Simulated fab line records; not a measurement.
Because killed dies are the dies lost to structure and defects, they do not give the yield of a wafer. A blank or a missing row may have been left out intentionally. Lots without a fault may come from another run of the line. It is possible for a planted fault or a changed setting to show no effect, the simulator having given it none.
Struck lot and sound lot, side by side + flow gf180mcu + 28 steps out of a route of 602
Sound: the wafers L476.1, L476.3, L476.6. Wafers L472.3, L472.4, L472.6 were the ones struck. The cause is given at the end.
Each step with rows lists, per side, the tool, then ch with its chambers, then its first start. Under that, the readings that differ: sound wafers + struck wafers + difference of the means + sigmas: that difference in standard deviations of wafers without a fault.
alike: a reading whose means differ by less than 2 such deviations, as well as words and numbers matching on both sides. not compared: withheld readings; readings where some wafer has no value; bounds like >300 that might hide an equal value; numbers whose values overlap and for which the record gives no deviation.
A row with sigmas, a row that says differs or no value, or rows on one side alone: a step with any of these is where the two part. Non-overlapping numbers with no deviation appear without sigmas and do not part them. A reading that every wafer of one side lacks parts them only if that side has two wafers or more.

first, 4 steps without rows for these wafers: GF_M4_SOFTBAKE_10 (time 60 s); GF_M4_EXPOSE_11 (exposes mask Metal4, target cd 280 nm); GF_M4_PEB_12 (peb time 90 s); GF_M4_DEVELOP_13 (develop time 60 s).
GF_M4_CD_MEAS_14 targets a cd of 280 nm.
  sound on cd_sem-02 at day 27 19:40; struck on cd_sem-01 at day 26 07:31
  alike: cd_nm
GF_M4_OVL_MEAS_15:
  sound on overlay-02 at day 27 19:47; struck on overlay-02 at day 26 07:38
  alike: M4_OVL
GF_M4_METAL_ETCH_16: etches the open film in Cl2/BCl3, stops on SiO2, target depth 627.5 nm, time 104.6 s.
  sound on rie_metal-04 ch 0,1, day 27 19:50; struck on rie_metal-02 ch 0,1, day 26 07:41
  alike: drypump_motor_current_A, oes_product_au, throttle_valve_pct
  not compared: rf_hours_counter_h
GF_M4_STRIP_17: strips in O2/N2.
  sound on plasma_asher-03 ch 0,1, day 27 19:56; struck on plasma_asher-03 ch 0,1, day 26 07:48
| reading               | sound             | struck            | difference | sigmas |
|-----------------------|-------------------|-------------------|------------|--------|
| oes_product_au (a.u.) | 0.558 0.571 0.562 | 0.547 0.559 0.550 | -0.012     | -2     |
  alike: drypump_motor_current_A, heater_power_w, strip_time_to_endpoint_s
  not compared: rf_hours_counter_h
then, 3 steps without rows for these wafers: GF_M4_STRIP_18 (strips in post etch residue remover, time 1200 s); GF_M4_CLEAN_19 (cleans in DIW); GF_V4_CVD_00 (deposits SiO2, target thk 600 nm, time 100 s).
GF_V4_THK_MEAS_01:
  sound on film_metro-04 at day 27 20:35; struck on film_metro-01 at day 26 08:24
  alike: V4_CVD_00_THK
GF_V4_CVD_02: deposits SiO2 from TEOS, target thk 850 nm, time 94.851 s.
  sound on pecvd-04 ch 0,1,2, day 27 20:38; struck on pecvd-02 ch 0,1,2, day 26 08:26
  no value came back on the struck wafers for heater_power_outer_w (W), heater_power_w (W); on the sound wafers heater_power_outer_w (W) reads 384 494 485
GF_V4_CMP_04: polishes SiO2.
  sound on cmp-02 ch 1,3, day 27 20:49; struck on cmp-01 ch 0,1,2, day 26 08:37
| reading                | sound    | struck | difference                    | sigmas |
|------------------------|----------|--------|-------------------------------|--------|
| time_to_endpoint_s (s) | 75 84 86 | - - -  | no value on the struck wafers |        |
  alike: motor_current_A
GF_V4_BOW_MEAS_05:
  sound on film_metro-04 at day 27 21:04; struck on film_metro-01 at day 26 08:55
| reading     | sound       | struck      | difference | sigmas |
|-------------|-------------|-------------|------------|--------|
| V4_BOW (um) | 145 152 130 | 125 113 123 | -22        | -2     |
then, 8 steps without rows for these wafers: GF_V4_DEHYDRATE_06 (time 60 s); GF_V4_HMDS_07 (prime time 60 s); GF_V4_COAT_08; GF_V4_COAT_09 (resist thk 1000 nm); GF_V4_SOFTBAKE_10 (time 60 s); GF_V4_EXPOSE_11 (exposes mask Via4, target cd 260 nm); GF_V4_PEB_12 (peb time 90 s); GF_V4_DEVELOP_13 (develop time 60 s).
GF_V4_CD_MEAS_14 targets a cd of 260 nm.
  sound on cd_sem-01 at day 28 16:09; struck on cd_sem-02 at day 27 05:53
  alike: cd_nm
GF_V4_OVL_MEAS_15:
  sound on overlay-01 at day 28 16:16; struck on overlay-02 at day 27 05:59
  alike: V4_OVL
GF_V4_ETCH_16: etches BARC in N2/H2.
  sound on rie_diel-03 ch 1,2,3, day 28 16:19; struck on rie_diel-02 ch 0,1, day 27 06:01
  alike: drypump_motor_current_A, oes_product_au, throttle_valve_pct
GF_V4_ETCH_17: etches SiO2 in C4F8/O2/Ar, stops on TiN, target depth 630 nm.
  sound: rie_diel-03 ch 1,2,3; struck: rie_diel-02 ch 0,1
| reading                        | sound             | struck            | difference | sigmas |
|--------------------------------|-------------------|-------------------|------------|--------|
| oes_product_au (a.u.)          | 0.862 0.858 0.857 | 0.846 0.850 0.846 | -0.012     | -3     |
| model.V4.feature_depth_nm (nm) | 632.4 633 633.6   | 617.8 626.6 622.3 | -10.8      |        |
| model.etch.depth_nm (nm)       | 632.4 633 633.6   | 617.8 626.6 622.3 | -10.8      |        |
GF_V4_STRIP_18: strips in O2/N2.
  sound on plasma_asher-01 ch 0,1, day 28 16:26; struck on plasma_asher-04 ch 0,1, day 27 06:10
| reading            | sound       | struck      | difference | sigmas |
|--------------------|-------------|-------------|------------|--------|
| heater_power_w (W) | 375 396 338 | 326 267 269 | -82        | -2     |
  alike: drypump_motor_current_A, oes_product_au
  not compared: rf_hours_counter_h

## WHERE THEY PART
At GF_M4_STRIP_17 first; at GF_V4_STRIP_18 last (within this record only).

WHY: the cause the simulator had injected
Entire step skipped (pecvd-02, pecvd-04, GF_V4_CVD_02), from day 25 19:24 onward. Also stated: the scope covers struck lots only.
